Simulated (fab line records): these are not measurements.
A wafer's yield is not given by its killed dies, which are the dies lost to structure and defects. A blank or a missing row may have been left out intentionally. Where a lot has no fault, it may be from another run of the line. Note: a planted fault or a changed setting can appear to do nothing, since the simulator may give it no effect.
Matching of chambers -- flow gf180mcu -- GF_V1_CMP_26 on cmp-02: 4 sister chambers
The step polishes, stops on SiO2, t overpolish 15 s, target thk 0 nm. 4 wafers are shown with their chamber, then 9 later ones without.

## WAFERS WITH THEIR CHAMBER
wafer,chamber,motor_current_A (A)
L454.5,2,11.9
L456.2,0,12.6
L460.2,3,11.5
L460.4,1,10.3

## WAFERS WITHOUT THEIR CHAMBER
wafer,motor_current_A (A)
L469.1,11.3
L469.4,9.9
L469.6,12.3
L470.2,10.1
L470.4,13.0
L470.6,9.9
L471.2,12.8
L471.3,10.2
L471.4,11.9

## WHICH CHAMBER EACH WENT THROUGH
wafer,from the rows above,in truth
L469.1,can't be placed: 3 or 2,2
L469.4,1,1
L469.6,can't be placed: 0 or 2 or 3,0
L470.2,1,1
L470.4,0,0
L470.6,1,1
L471.2,0,0
L471.3,1,1
L471.4,can't be placed: 2 or 3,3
Correct placement for 6 of the 9. Unplaceable from these rows: 3, with the true chamber sitting among the candidates in 3. Wrongly placed: 0.
How it was worked out, from the rows above alone: a wafer's distance from a chamber is the root of the sum, over the readings, of the square of ((its reading less the chamber's mean) divided by the reading's scatter). The wafer belongs to the nearest chamber; if the next one is less than 2 further off, it can't be placed. A chamber's mean is the mean of its shown wafers. The scatter (one wafer shown for each chamber): square how far every hidden wafer sits from the nearest shown wafer, average those squares and take the square root.
